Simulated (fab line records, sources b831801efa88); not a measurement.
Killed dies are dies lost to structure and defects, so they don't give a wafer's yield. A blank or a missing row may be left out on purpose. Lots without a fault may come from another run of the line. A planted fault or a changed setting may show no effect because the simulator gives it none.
fab line records | flow sky130
record lots=7 wafers=18 last_day=50
route steps=708 shown LI_CONTACT@369 PAD_OPEN@708
lots that met no fault: from a run of the same line without faults
start_h: hours from the record's first day to the start of the lot's first wafer shown | wait_h: hours since the lot's step before | " the same as in the row above | L1.1+2: a row that stands for several wafers | - no value, or no start given | * or withheld: withheld | < > ~ a bound
route shown NAME@n: a module of which the file shows steps, and the number in the route of the first | usual: mean/standard deviation of fault-free wafers | same: alike in all rows | chamber/n: place in a boat | sites: the reading at each site | _std_site: their standard deviation | _edge_site: outer sites' mean less inner sites' | radius_mm: how far each site lies from the wafer's centre | mask NAME#n: copy n | behind: the tool/chamber that last shaped the wafer | hold: why the lot was held/for how many hours/how that ended | device: the transistor (n, p or np) that didn't switch | end of line: the same wafers' tests at the end of the route | a step without rows: its recipe alone | killed: dies lost to structure and defects at the first sort, not the wafer's yield | map: a wafer's dies, x killed, . not, _ none there
set.NAME: the setting as run; set.NAME@STEP: as run at that earlier step | model.NAME: the simulator's own value behind a step, which no gauge read
lots at some steps of the route; a table a step, a row a wafer
services: from which hour (start_h, from the record's first day; less than 0 if before it) a tool's chamber was out of use, for how many hours, and why
## steps
# step SKY_LI_CONTACT_COAT_07
# recipe resist=KrF-thick spin_rpm=3000 resist_thk_nm=450
# step SKY_LI_CONTACT_SOFTBAKE_08
# recipe temp_c=100 time_s=90 resist=KrF-thick
# step SKY_LI_CONTACT_EXPOSE_09
# recipe mask_id=LICM1 na=0.8 source_shape=annular sigma_inner=0.55 sigma_outer=0.85 target_cd_nm=170 dose_mj=38
# step SKY_LI_CONTACT_PEB_10
# recipe peb_temp_c=withheld peb_time_s=withheld resist=KrF-thick
# step SKY_LI_CONTACT_DEVELOP_11
# recipe develop_time_s=60 resist=KrF-thick dev_temp_c=21
# step SKY_LI_CONTACT_CD_MEAS_12
# recipe target_cd_nm=170
# usual cd_nm=170.0/1.6
# columns lot.wafer tool chamber start_h wait_h cd_nm
L761.2 cd_sem-01 - 678.75 - 172.7
L761.4 " - " " 172.0
L761.5 " - " " 170.4
L760.2 cd_sem-01 - 679.37 - 170.9
L760.3 " - " " 170.2
L760.4 " - " " 170.1
L773.4 cd_sem-02 - 774.01 - 170.2
L773.6 " - " " 170.2
L772.2 cd_sem-02 - 787.25 - 170.8
L772.6 " - " " 169.3
L774.2 cd_sem-01 - 789.52 - 168.8
L774.6 " - " " 167.9
L782.1 cd_sem-01 - 849.93 - 169.6
L782.3 " - " " 168.3
L782.6 " - " " 168.1
L783.1 cd_sem-02 - 859.08 - 173.2
L783.2 " - " " 172.2
L783.4 " - " " 171.0
# step SKY_LI_CONTACT_OVL_MEAS_13
# usual LI_CONTACT_OVL=1/4.8
# columns lot.wafer tool chamber start_h wait_h LI_CONTACT_OVL[nm]
L761.2 overlay-02 - 678.86 0.1 2
L761.4 " - " " -2
L761.5 " - " " -1
L760.2 overlay-02 - 679.48 0.1 5
L760.3 " - " " -5
L760.4 " - " " 1
L773.4 overlay-01 - 774.09 0.1 4
L773.6 " - " " 3
L772.2 overlay-02 - 787.36 0.1 -3
L772.6 " - " " 2
L774.2 overlay-01 - 789.63 0.1 4
L774.6 " - " " 2
L782.1 overlay-02 - 850.05 0.1 -4
L782.3 " - " " -11
L782.6 " - " " 2
L783.1 overlay-01 - 859.20 0.1 2
L783.2 " - " " 1
L783.4 " - " " 1
# step SKY_LI_CONTACT_ETCH_14
# recipe chemistry=N2/H2 target=BARC ion_energy_ev=200 source_w=500 bias_w=100 pressure_mtorr=30 n2_flow_sccm=100 h2_flow_sccm=200 stop_on=SiO2 time_s=45.9 target_depth_a=600
# usual drypump_motor_current_A=5.7/0.45 oes_product_au=0.855/0.0045 throttle_valve_pct=13.226/0.0091
# columns lot.wafer tool chamber start_h wait_h drypump_motor_current_A oes_product_au rf_hours_counter_h throttle_valve_pct
L761.2 rie_diel-01 3 678.89 0.0 5.6 0.852 5 13.243
L761.4 " 1 " " 6.4 0.854 13 13.212
L761.5 " 0 " " 5.9 0.856 - 13.225
L760.2 rie_diel-04 1 679.51 0.0 5.8 0.853 6 13.221
L760.3 " 0 " " 5.0 0.860 3 13.238
L760.4 " 3 " " 5.2 0.848 7 13.222
L773.4 rie_diel-02 3 774.11 0.0 5.1 0.855 21 13.230
L773.6 " 3 " " 5.1 0.846 - 13.227
L772.2 rie_diel-01 2 787.39 0.0 6.6 0.853 8 13.236
L772.6 " 0 " " 5.9 0.854 - 13.224
L774.2 rie_diel-04 2 789.66 0.0 5.5 0.856 10 13.229
L774.6 " 3 " " 5.2 0.848 - 13.212
L782.1 rie_diel-04 3 850.09 0.0 5.2 0.852 12 13.222
L782.3 " 1 " " 5.8 0.857 11 13.216
L782.6 " 0 " " 5.0 0.864 - 13.241
L783.1 rie_diel-02 2 859.24 0.0 5.9 0.850 23 13.233
L783.2 " 0 " " 5.9 0.858 23 13.218
L783.4 " 3 " " 5.1 0.863 23 13.222
# step SKY_LI_CONTACT_ETCH_15
# recipe target=PSG chemistry=C4F8/O2/Ar stop_on=Si taper_deg=4.15 mask_material=KrF-thick source_w=1500 bias_w=1200 pressure_mtorr=40 c4f8_flow_sccm=withheld O2_flow_sccm=6 Ar_flow_sccm=300 time_s=withheld target_depth_a=6000
# usual oes_product_au=0.837/0.0049
# columns lot.wafer tool chamber start_h wait_h oes_product_au
L761.2 rie_diel-01 3 678.93 0.0 0.828
L761.4 " 1 " " 0.838
L761.5 " 0 " " 0.832
L760.2 rie_diel-04 1 679.55 0.0 0.834
L760.3 " 0 " " 0.841
L760.4 " 3 " " 0.839
L773.4 rie_diel-02 3 774.15 0.0 0.833
L773.6 " 3 " " 0.837
L772.2 rie_diel-01 2 787.43 0.0 0.834
L772.6 " 0 " " 0.836
L774.2 rie_diel-04 2 789.70 0.0 0.841
L774.6 " 3 " " 0.837
L782.1 rie_diel-04 3 850.13 0.0 0.835
L782.3 " 1 " " 0.833
L782.6 " 0 " " 0.841
L783.1 rie_diel-02 2 859.28 0.0 0.833
L783.2 " 0 " " 0.836
L783.4 " 3 " " 0.825
# step SKY_LI_CONTACT_STRIP_16
# recipe chemistry=O2/N2 power_w=1400 pressure_mtorr=1500 platen_temp_c=withheld o2_flow_sccm=3000 n2_flow_sccm=300 overash_fraction=0.5
# usual drypump_motor_current_A=5.48/0.13 oes_product_au=0.374/0.0048 strip_time_to_endpoint_s=3.48/0.034
# columns lot.wafer tool chamber start_h wait_h drypump_motor_current_A oes_product_au rf_hours_counter_h strip_time_to_endpoint_s
L761.2 plasma_asher-02 1 679.02 - 5.49 0.374 54 3.47
L761.4 " 0 " " 5.49 0.381 - 3.52
L761.5 " 0 " " 5.47 0.375 - 3.47
L760.2 plasma_asher-02 0 679.63 - 5.43 0.371 54 3.44
L760.3 " 0 " " 5.46 0.378 - 3.54
L760.4 " 1 " " 5.51 0.375 - 3.50
L773.4 plasma_asher-04 0 774.27 - 5.70 0.381 - 3.45
L773.6 " 0 " " 5.71 0.367 - 3.45
L772.2 plasma_asher-04 1 787.52 - 5.40 0.380 4 3.51
L772.6 " 0 " " 5.69 0.376 - 3.48
L774.2 plasma_asher-04 1 789.78 - 5.37 0.369 4 3.50
L774.6 " 1 " " 5.37 0.372 - 3.49
L782.1 plasma_asher-01 0 850.22 - 5.49 0.373 44 3.41
L782.3 " 1 " " 5.26 0.383 - 3.50
L782.6 " 0 " " 5.48 0.376 - 3.49
L783.1 plasma_asher-02 0 859.37 - 5.45 0.374 71 3.52
L783.2 " 1 " " 5.55 0.375 71 3.46
L783.4 " 1 " " 5.53 0.378 - 3.47
# step SKY_LI_CONTACT_CLEAN_17
# recipe chemistry=NMP time_s=600 temp_c=60 dry=n2_spin
# step SKY_LI_CONTACT_PRE_CLEAN_18
# recipe gas=Ar time_s=5.6 bias_v=358
# step SKY_LI_CONTACT_SPUTTER_19
# recipe material=Ti target_thk_nm=20 chamber_pressure_pa=5 power_w=2500 substrate_temp_c=200 time_s=106.37
# usual throttle_valve_pct=30.1/0.48
# columns lot.wafer tool chamber start_h wait_h throttle_valve_pct model.Ti_of_LI_CONTACT_SPUTTER_19.thk_nm
L761.2 pvd_sputter-02 - 679.31 0.0 30.0 20.5
L761.4 " - " " 30.3 20.48
L761.5 " - " " 30.2 20.45
L760.2 pvd_sputter-03 - 679.93 0.0 29.9 20.08
L760.3 " - " " 29.8 19.88
L760.4 " - " " 30.4 20.25
L773.4 pvd_sputter-02 - 774.54 0.0 30.1 20.05
L773.6 " - " " 30.1 17.13
L772.2 pvd_sputter-02 - 787.88 0.0 30.4 16.92
L772.6 " - " " 29.9 16.78
L774.2 pvd_sputter-02 - 790.15 0.0 30.5 16.81
L774.6 " - " " 30.0 16.46
L782.1 pvd_sputter-02 - 850.53 0.0 30.6 19.71
L782.3 " - " " 30.1 19.52
L782.6 " - " " 30.0 19.5
L783.1 pvd_sputter-01 - 859.66 0.0 30.9 19.86
L783.2 " - " " 30.0 19.76
L783.4 " - " " 30.3 19.79
# step SKY_LI_CONTACT_SPUTTER_20
# recipe material=TiN target_thk_nm=20 chamber_pressure_pa=5 power_w=4000 time_s=80
# usual throttle_valve_pct=30.2/0.49
# columns lot.wafer tool chamber start_h wait_h throttle_valve_pct
L761.2 pvd_sputter-02 - 679.39 0.0 29.8
L761.4 " - " " 30.4
L761.5 " - " " 30.1
L760.2 pvd_sputter-03 - 680.00 0.0 29.4
L760.3 " - " " 29.7
L760.4 " - " " 30.6
L773.4 pvd_sputter-02 - 774.62 0.0 30.0
L773.6 " - " " 30.3
L772.2 pvd_sputter-02 - 787.96 0.0 30.7
L772.6 " - " " 30.1
L774.2 pvd_sputter-02 - 790.23 0.0 30.4
L774.6 " - " " 29.8
L782.1 pvd_sputter-02 - 850.60 0.0 30.3
L782.3 " - " " 30.1
L782.6 " - " " 30.0
L783.1 pvd_sputter-01 - 859.74 0.0 31.1
L783.2 " - " " 30.2
L783.4 " - " " 30.1
# step SKY_PAD_OPEN_PROBE_99
# usual killed_at_M0_to_M3=44/6.9 killed_at_M4_up=3.2/1.8 killed_at_contacts=23/5.2 killed_at_front_end=15/4.5 killed_at_other=0.3/0.56 killed_dies=85/8.8 killed_open=47/6.7 killed_short=39/6.4
# same gross_dies=492 killed_at_back_side=0
# columns lot.wafer tool chamber start_h wait_h killed_at_M0_to_M3 killed_at_M4_up killed_at_contacts killed_at_front_end killed_at_other killed_dies killed_open killed_short
L760.2 prober-02 - 1078.81 0.1 28 1 21 15 0 65 34 31
L760.3 prober-02 - 1078.86 0.2 53 2 29 19 1 104 50 52
L760.4 prober-02 - 1078.91 0.2 43 2 16 6 1 68 40 28
L773.4 prober-02 - 1147.48 0.2 37 6 25 13 0 81 48 33
L773.6 prober-02 - 1147.58 0.2 52 6 18 11 1 88 46 42
# killed by level:class
L760.2 CONTACT:geometric_particle:open=7 CONTACT:geometric_particle:short=6 SPACER:geometric_particle:open=5 VIA1:geometric_particle:open=5 METAL1:geometric_particle:short=5 VIA2:geometric_particle:open=5 METAL2:geometric_particle:short=4 POLY_GATE:geometric_particle:open=3
L760.3 METAL2:geometric_particle:short=12 CONTACT:geometric_particle:open=11 VIA2:geometric_particle:open=10 LI_CONTACT:geometric_particle:open=8 CONTACT:geometric_particle:short=6 VIA1:geometric_particle:open=6 VIA2:geometric_particle:short=6 POLY_GATE:geometric_particle:short=4
L760.4 METAL2:geometric_particle:short=8 LI_CONTACT:geometric_particle:open=7 VIA2:geometric_particle:open=7 CONTACT:geometric_particle:open=6 VIA1:geometric_particle:open=6 VIA2:geometric_particle:short=4 METAL1:geometric_particle:short=4 METAL2:geometric_particle:open=3
L773.4 CONTACT:geometric_particle:open=10 VIA1:geometric_particle:open=8 LI_CONTACT:geometric_particle:open=6 METAL1:geometric_particle:short=6 VIA3:geometric_particle:open=6 FIELD_ISO:geometric_particle:open=5 VIA2:geometric_particle:open=5 VIA3:geometric_particle:short=4
L773.6 CONTACT:geometric_particle:open=9 VIA1:geometric_particle:open=9 VIA3:geometric_particle:open=9 METAL2:geometric_particle:short=8 VIA2:geometric_particle:open=5 VIA2:geometric_particle:short=4 METAL3:geometric_particle:short=4 METAL4:geometric_particle:short=4
## services
# columns tool chamber start_h hours kind
plasma_asher-01 - 664.20 0.3 repair
rie_diel-02 - 674.55 2.8 pm
pvd_sputter-03 - 675.07 1.2 repair
plasma_asher-01 - 676.96 2.5 repair
rie_diel-01 2 695.48 3.9 repair
rie_diel-01 - 718.52 15.6 pm
pvd_sputter-01 - 720.75 5.1 repair
plasma_asher-04 - 733.75 9.0 pm
rie_diel-04 - 738.99 0.9 repair
rie_diel-01 - 739.92 0.7 repair
rie_diel-01 3 744.99 7.1 repair
rie_diel-01 2 747.37 3.7 repair
rie_diel-01 1 748.04 7.8 repair
plasma_asher-04 - 755.20 0.5 repair
rie_diel-02 - 774.47 4.3 pm
rie_diel-02 - 780.49 1.0 repair
plasma_asher-02 - 783.97 15.6 pm
rie_diel-01 2 796.24 8.3 repair
rie_diel-02 3 814.48 7.2 repair
rie_diel-01 - 814.56 0.9 repair
rie_diel-04 2 821.85 2.5 repair
plasma_asher-04 - 823.87 14.6 pm
plasma_asher-02 - 827.59 2.8 pm
pvd_sputter-02 - 842.70 1.3 repair
## key
first_sign none at tools or gauges
model_effect step=SKY_LI_CONTACT_SPUTTER_19 value=Ti_of_LI_CONTACT_SPUTTER_19.thk_nm without=19.95 struck=16.82
met_at SKY_LI_CONTACT_SPUTTER_19
struck_wafers L772.2,L772.6,L773.6,L774.2,L774.6
tester_left_out L772,L773,L774
onset_between 679.31 774.54
fault kind=process_parameter_drift tool=pvd_sputter-02 chamber=- onset_h=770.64 steps=SKY_LI_CONTACT_SPUTTER_19 channel=time_s offset=* shape=step end_h=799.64 scope=struck_wafers_only acts_in=* stated=*
# tester_left_out: of these lots the tester's yield and bins aren't shown, on N5 and GAA mostly nor the transistor test; their killed dies are dies lost to structure and defects alone, not to doping, threshold or leakage, so they don't give the yield
